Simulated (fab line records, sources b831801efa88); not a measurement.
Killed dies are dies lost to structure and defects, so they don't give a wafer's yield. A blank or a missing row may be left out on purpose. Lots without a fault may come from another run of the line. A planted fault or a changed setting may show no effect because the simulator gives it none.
fab line records | flow sky130
record lots=11 wafers=33 last_day=50
route steps=708 shown SD_N@354 LI_CONTACT@363 LOCAL_INTERCONNECT@387
lots that met no fault: from a run of the same line without faults
start_h: hours from the record's first day to the start of the lot's first wafer shown | wait_h: hours since the lot's step before | " the same as in the row above | L1.1+2: a row that stands for several wafers | - no value, or no start given | * or withheld: withheld | < > ~ a bound
route shown NAME@n: a module of which the file shows steps, and the number in the route of the first | usual: mean/standard deviation of fault-free wafers | same: alike in all rows | chamber/n: place in a boat | sites: the reading at each site | _std_site: their standard deviation | _edge_site: outer sites' mean less inner sites' | radius_mm: how far each site lies from the wafer's centre | mask NAME#n: copy n | behind: the tool/chamber that last shaped the wafer | hold: why the lot was held/for how many hours/how that ended | device: the transistor (n, p or np) that didn't switch | end of line: the same wafers' tests at the end of the route | a step without rows: its recipe alone | killed: dies lost to structure and defects at the first sort, not the wafer's yield | map: a wafer's dies, x killed, . not, _ none there
set.NAME: the setting as run; set.NAME@STEP: as run at that earlier step | model.NAME: the simulator's own value behind a step, which no gauge read
steps of the route over a sample of lots; a table a step, a row a wafer
services: from which hour (start_h, from the record's first day; less than 0 if before it) a tool's chamber was out of use, for how many hours, and why
## steps
# step SKY_SD_N_TW_MEAS_12
# usual SD_N_TW=3992/26
# columns lot.wafer tool chamber start_h wait_h SD_N_TW
L905.1 film_metro-01 - 669.28 0.1 4010
L905.2 " - " " 4016
L905.6 " - " " 4030
L906.1 film_metro-03 - 680.93 0.1 3945
L906.4 " - " " 3948
L906.6 " - " " 3987
L907.4 film_metro-01 - 685.01 0.1 4023
L907.5 " - " " 4037
L907.6 " - " " 4035
L910.2 film_metro-04 - 724.77 0.1 3963
L910.4 " - " " 3967
L910.5 " - " " 3974
L914.2 film_metro-04 - 744.35 0.1 3965
L914.3 " - " " 3947
L914.5 " - " " 3966
L921.2 film_metro-04 - 789.24 0.1 3982
L921.3 " - " " 3984
L921.6 " - " " 3974
L922.3 film_metro-03 - 797.05 0.1 3974
L922.5 " - " " 3998
L922.6 " - " " 3983
L923.1 film_metro-04 - 802.63 0.1 4002
L923.2 " - " " 4013
L923.4 " - " " 4031
L925.2 film_metro-03 - 815.42 0.1 3998
L925.3 " - " " 4004
L925.5 " - " " 4006
L926.1 film_metro-04 - 816.33 0.1 4002
L926.2 " - " " 3994
L926.4 " - " " 4000
L927.1 film_metro-01 - 824.81 0.1 4024
L927.4 " - " " 4022
L927.5 " - " " 3991
# step SKY_LI_CONTACT_THK_MEAS_01
# recipe reads=PSG_of_LI_CONTACT_HDPCVD_00
# usual LI_CONTACT_HDPCVD_THK=946/11
# columns lot.wafer tool chamber start_h wait_h LI_CONTACT_HDPCVD_THK[nm]
L905.1 film_metro-04 - 670.05 0.1 943
L905.2 " - " " 936
L905.6 " - " " 936
L906.1 film_metro-03 - 681.70 0.1 941
L906.4 " - " " 922
L906.6 " - " " 937
L907.4 film_metro-04 - 685.77 0.0 947
L907.5 " - " " 941
L907.6 " - " " 953
L910.2 film_metro-04 - 725.54 0.1 942
L910.4 " - " " 960
L910.5 " - " " 945
L914.2 film_metro-04 - 745.16 0.1 952
L914.3 " - " " 970
L914.5 " - " " 963
L921.2 film_metro-03 - 790.01 0.1 968
L921.3 " - " " 945
L921.6 " - " " 956
L922.3 film_metro-01 - 797.87 0.1 959
L922.5 " - " " 947
L922.6 " - " " 955
L923.1 film_metro-03 - 803.45 0.1 919
L923.2 " - " " 939
L923.4 " - " " 943
L925.2 film_metro-01 - 816.20 0.1 936
L925.3 " - " " 930
L925.5 " - " " 934
L926.1 film_metro-01 - 817.09 0.1 954
L926.2 " - " " 957
L926.4 " - " " 958
L927.1 film_metro-01 - 825.58 0.1 951
L927.4 " - " " 933
L927.5 " - " " 961
# step SKY_LOCAL_INTERCONNECT_SPUTTER_00
# recipe material=TiN target_thk_nm=100 temp_c=300 power_w=6500 time_s=83.3 chamber_pressure_pa=0.4
# usual throttle_valve_pct=29.9/1.1
# columns lot.wafer tool chamber start_h wait_h throttle_valve_pct
L905.1 pvd_sputter-03 - 699.05 0.1 28.4
L905.2 " - " " 30.3
L905.6 " - " " 30.3
L906.1 pvd_sputter-04 - 713.00 0.1 31.1
L906.4 " - " " 29.6
L906.6 " - " " 31.1
L907.4 pvd_sputter-03 - 715.98 0.3 28.4
L907.5 " - " " 30.1
L907.6 " - " " 30.9
L910.2 pvd_sputter-04 - 753.90 0.2 29.7
L910.4 " - " " 30.6
L910.5 " - " " 31.2
L914.2 pvd_sputter-02 - 777.38 0.2 28.1
L914.3 " - " " 29.9
L914.5 " - " " 30.7
L921.2 pvd_sputter-02 - 818.67 0.1 30.3
L921.3 " - " " 28.0
L921.6 " - " " 29.7
L922.3 pvd_sputter-04 - 826.25 0.2 31.1
L922.5 " - " " 31.3
L922.6 " - " " 31.3
L923.1 pvd_sputter-03 - 832.17 0.1 28.5
L923.2 " - " " 30.9
L923.4 " - " " 30.1
L925.2 pvd_sputter-03 - 844.43 0.2 28.5
L925.3 " - " " 30.2
L925.5 " - " " 28.6
L926.1 pvd_sputter-03 - 845.58 0.1 28.4
L926.2 " - " " 30.2
L926.4 " - " " 30.7
L927.1 pvd_sputter-03 - 853.55 0.1 28.7
L927.4 " - " " 28.3
L927.5 " - " " 28.5
# step SKY_LOCAL_INTERCONNECT_RS_MEAS_01
# recipe thk_meas_gauge=four-point-probe reads=TiN_of_LOCAL_INTERCONNECT_SPUTTER_00
# usual LOCAL_INTERCONNECT_TIN_RS=14.14/0.16
# columns lot.wafer tool chamber start_h wait_h LOCAL_INTERCONNECT_TIN_RS[ohm/sq]
L905.1 film_metro-03 - 699.11 0.0 14.15
L905.2 " - " " 14.17
L905.6 " - " " 14.23
L906.1 film_metro-03 - 713.06 0.0 14.17
L906.4 " - " " 14.26
L906.6 " - " " 14.07
L907.4 film_metro-03 - 716.07 0.1 14.21
L907.5 " - " " 14.03
L907.6 " - " " 14.08
L910.2 film_metro-04 - 753.98 0.1 14.12
L910.4 " - " " 14.04
L910.5 " - " " 13.89
L914.2 film_metro-02 - 777.46 0.1 14.26
L914.3 " - " " 14.04
L914.5 " - " " 13.98
L921.2 film_metro-03 - 818.75 0.1 35.59
L921.3 " - " " 14.61
L921.6 " - " " 14.29
L922.3 film_metro-02 - 826.35 0.1 13.90
L922.5 " - " " 13.91
L922.6 " - " " 14.07
L923.1 film_metro-02 - 832.23 0.0 14.38
L923.2 " - " " 14.23
L923.4 " - " " 14.18
L925.2 film_metro-03 - 844.51 0.1 14.15
L925.3 " - " " 13.95
L925.5 " - " " 14.09
L926.1 film_metro-02 - 845.64 0.0 14.61
L926.2 " - " " 14.13
L926.4 " - " " 14.18
L927.1 film_metro-02 - 853.61 0.0 14.03
L927.4 " - " " 14.20
L927.5 " - " " 14.09
# step SKY_LOCAL_INTERCONNECT_THK_MEAS_02
# recipe thk_meas_gauge=xrf reads=TiN_of_LOCAL_INTERCONNECT_SPUTTER_00
# usual LOCAL_INTERCONNECT_TIN_THK=100.8/1.2
# columns lot.wafer tool chamber start_h wait_h LOCAL_INTERCONNECT_TIN_THK[nm]
L905.1 film_metro-03 - 699.23 0.1 100.3
L905.2 " - " " 100.3
L905.6 " - " " 100.0
L906.1 film_metro-03 - 713.18 0.1 100.3
L906.4 " - " " 100.3
L906.6 " - " " 100.6
L907.4 film_metro-03 - 716.16 0.1 99.7
L907.5 " - " " 101.0
L907.6 " - " " 100.6
L910.2 film_metro-04 - 754.09 0.1 100.6
L910.4 " - " " 101.7
L910.5 " - " " 102.1
L914.2 film_metro-02 - 777.57 0.1 100.5
L914.3 " - " " 102.2
L914.5 " - " " 102.3
L921.2 film_metro-03 - 818.86 0.1 42.3
L921.3 " - " " 97.0
L921.6 " - " " 99.1
L922.3 film_metro-02 - 826.45 0.1 103.2
L922.5 " - " " 102.7
L922.6 " - " " 101.9
L923.1 film_metro-02 - 832.35 0.1 99.6
L923.2 " - " " 101.1
L923.4 " - " " 100.8
L925.2 film_metro-03 - 844.62 0.1 100.5
L925.3 " - " " 101.0
L925.5 " - " " 100.6
L926.1 film_metro-02 - 845.76 0.1 98.3
L926.2 " - " " 101.1
L926.4 " - " " 101.3
L927.1 film_metro-02 - 853.73 0.1 102.4
L927.4 " - " " 100.9
L927.5 " - " " 101.6
# step SKY_LOCAL_INTERCONNECT_OVL_MEAS_12
# usual LOCAL_INTERCONNECT_OVL=-1/5.3
# columns lot.wafer tool chamber start_h wait_h LOCAL_INTERCONNECT_OVL[nm]
L905.1 overlay-02 - 726.12 0.1 6
L905.2 " - " " -1
L905.6 " - " " 4
L906.1 overlay-01 - 739.83 0.1 1
L906.4 " - " " 1
L906.6 " - " " 4
L907.4 overlay-02 - 743.40 0.1 -6
L907.5 " - " " 2
L907.6 " - " " -9
L910.2 overlay-01 - 781.90 0.1 -16
L910.4 " - " " -17
L910.5 " - " " -6
L914.2 overlay-01 - 804.03 0.1 5
L914.3 " - " " -1
L914.5 " - " " 4
L921.2 overlay-01 - 845.33 0.1 -5
L921.3 " - " " 2
L921.6 " - " " -4
L922.3 overlay-01 - 853.29 0.1 -2
L922.5 " - " " -3
L922.6 " - " " -3
L923.1 overlay-02 - 858.38 0.1 0
L923.2 " - " " -4
L923.4 " - " " 1
L925.2 overlay-01 - 870.08 0.1 -3
L925.3 " - " " 0
L925.5 " - " " -4
L926.1 overlay-01 - 871.74 0.1 -8
L926.2 " - " " 1
L926.4 " - " " 6
L927.1 overlay-02 - 879.45 0.1 -1
L927.4 " - " " 3
L927.5 " - " " -5
# step SKY_LOCAL_INTERCONNECT_METAL_ETCH_14
# recipe target_depth_nm=110 stop_on=PSG chemistry=Cl2/BCl3 target=TiN resist_sidewall_deg=88 pressure_mtorr=10 icp_w=900 bias_w=48.5 Cl2_flow_sccm=60 bcl3_flow_sccm=30 time_s=31.4
# usual bcl3_flow_sccm=30.01/0.093 drypump_motor_current_A=5.49/0.27 oes_product_au=0.942/0.0073 throttle_valve_pct=21.900/0.01
# columns lot.wafer tool chamber start_h wait_h bcl3_flow_sccm drypump_motor_current_A oes_product_au rf_hours_counter_h throttle_valve_pct
L905.1 rie_metal-02 1 726.22 0.0 29.83 4.97 0.935 11 21.898
L905.2 " 0 " " 30.04 5.70 0.947 9 21.905
L905.6 " 0 " " 30.06 5.72 0.947 - 21.894
L906.1 rie_metal-03 1 739.93 0.0 29.99 5.66 0.940 17 21.897
L906.4 " 0 " " 30.07 5.63 0.941 - 21.896
L906.6 " 0 " " 30.12 5.63 0.949 - 21.903
L907.4 rie_metal-03 0 743.49 0.0 30.00 5.65 0.944 - 21.889
L907.5 " 0 " " 30.06 5.63 0.947 - 21.899
L907.6 " 1 " " 30.22 5.64 0.949 - 21.903
L910.2 rie_metal-03 1 781.99 0.0 30.03 5.65 0.941 1 21.877
L910.4 " 1 " " 29.99 5.67 0.950 - 21.903
L910.5 " 0 " " 30.00 5.64 0.949 - 21.902
L914.2 rie_metal-03 0 804.13 0.0 29.98 5.64 0.934 11 21.904
L914.3 " 0 " " 30.03 5.62 0.949 - 21.904
L914.5 " 1 " " 29.98 5.65 0.950 - 21.883
L921.2 rie_metal-04 0 845.43 0.0 29.95 5.29 0.621 8 22.109
L921.3 " 0 " " 29.89 5.30 0.919 - 21.901
L921.6 " 0 " " 29.88 5.30 0.934 - 21.914
L922.3 rie_metal-03 1 853.39 0.0 29.95 5.63 0.946 - 21.900
L922.5 " 0 " " 30.15 5.60 0.953 - 21.874
L922.6 " 1 " " 29.95 5.65 0.937 - 21.874
L923.1 rie_metal-02 1 858.48 0.0 29.92 4.98 0.928 0 21.907
L923.2 " 0 " " 29.93 5.71 0.938 14 21.889
L923.4 " 1 " " 29.94 4.96 0.941 - 21.913
L925.2 rie_metal-02 1 870.18 0.0 30.14 4.97 0.936 1 21.917
L925.3 " 1 " " 30.08 5.00 0.959 - 21.895
L925.5 " 1 " " 30.10 4.99 0.940 - 21.909
L926.1 rie_metal-03 1 871.84 0.0 30.20 5.65 0.934 4 21.928
L926.2 " 0 " " 30.02 5.59 0.932 14 21.895
L926.4 " 1 " " 29.94 5.65 0.945 - 21.905
L927.1 rie_metal-02 1 879.55 0.0 30.12 4.98 0.947 1 21.898
L927.4 " 1 " " 30.06 4.96 0.937 - 21.897
L927.5 " 1 " " 30.07 4.94 0.944 - 21.884
## services
# columns tool chamber start_h hours kind
rie_metal-02 - 681.18 0.3 repair
pvd_sputter-02 0 703.68 - consumable_replace:kit
pvd_sputter-02 0 703.68 18.0 scheduled_down
pvd_sputter-03 1 704.02 - consumable_replace:kit
pvd_sputter-03 1 704.02 18.0 scheduled_down
pvd_sputter-03 1 704.02 18.0 vent_cycle
rie_metal-03 0 705.28 21.9 repair
pvd_sputter-02 - 706.57 4.5 repair
rie_metal-03 1 723.51 7.7 repair
rie_metal-02 - 736.54 2.0 repair
rie_metal-03 1 748.76 - clean
rie_metal-03 1 748.76 19.2 scheduled_down
rie_metal-03 1 748.76 19.2 vent_cycle
pvd_sputter-04 - 793.80 1.4 repair
rie_metal-02 1 822.60 - clean
rie_metal-02 1 822.60 20.7 scheduled_down
rie_metal-02 1 822.60 20.7 vent_cycle
rie_metal-03 - 824.85 1.8 repair
pvd_sputter-04 - 827.04 3.3 repair
rie_metal-02 - 833.35 2.8 pm
rie_metal-02 - 842.60 10.0 pm
pvd_sputter-03 0 853.61 - consumable_replace:kit
pvd_sputter-03 0 853.61 18.0 scheduled_down
pvd_sputter-03 0 853.61 18.0 vent_cycle
## key
first_sign step=SKY_LOCAL_INTERCONNECT_RS_MEAS_01 reading=LOCAL_INTERCONNECT_TIN_RS direction=up sigmas=99+ usual=14.14 struck=35.59
effect step=SKY_LOCAL_INTERCONNECT_THK_MEAS_02 reading=LOCAL_INTERCONNECT_TIN_THK direction=down sigmas=50 usual=100.8 struck=42.3
effect step=SKY_LOCAL_INTERCONNECT_METAL_ETCH_14 reading=oes_product_au direction=down sigmas=44 usual=0.942 struck=0.621
met_at SKY_LOCAL_INTERCONNECT_SPUTTER_00
struck_lots L921
struck_wafers L921.2
tester_left_out L921
not_acting_at SKY_SD_N_TW_MEAS_12,SKY_LI_CONTACT_THK_MEAS_01,SKY_LOCAL_INTERCONNECT_OVL_MEAS_12
onset_between 777.38 818.67
fault kind=process_parameter_drift tool=pvd_sputter-02 chamber=- onset_h=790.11 steps=SKY_LOCAL_INTERCONNECT_SPUTTER_00 channel=time_s offset=* shape=step end_h=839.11 acts_in=* stated=* scope=struck_wafers_only
# tester_left_out: of these lots the tester's yield and bins aren't shown, on N5 and GAA mostly nor the transistor test; their killed dies are dies lost to structure and defects alone, not to doping, threshold or leakage, so they don't give the yield
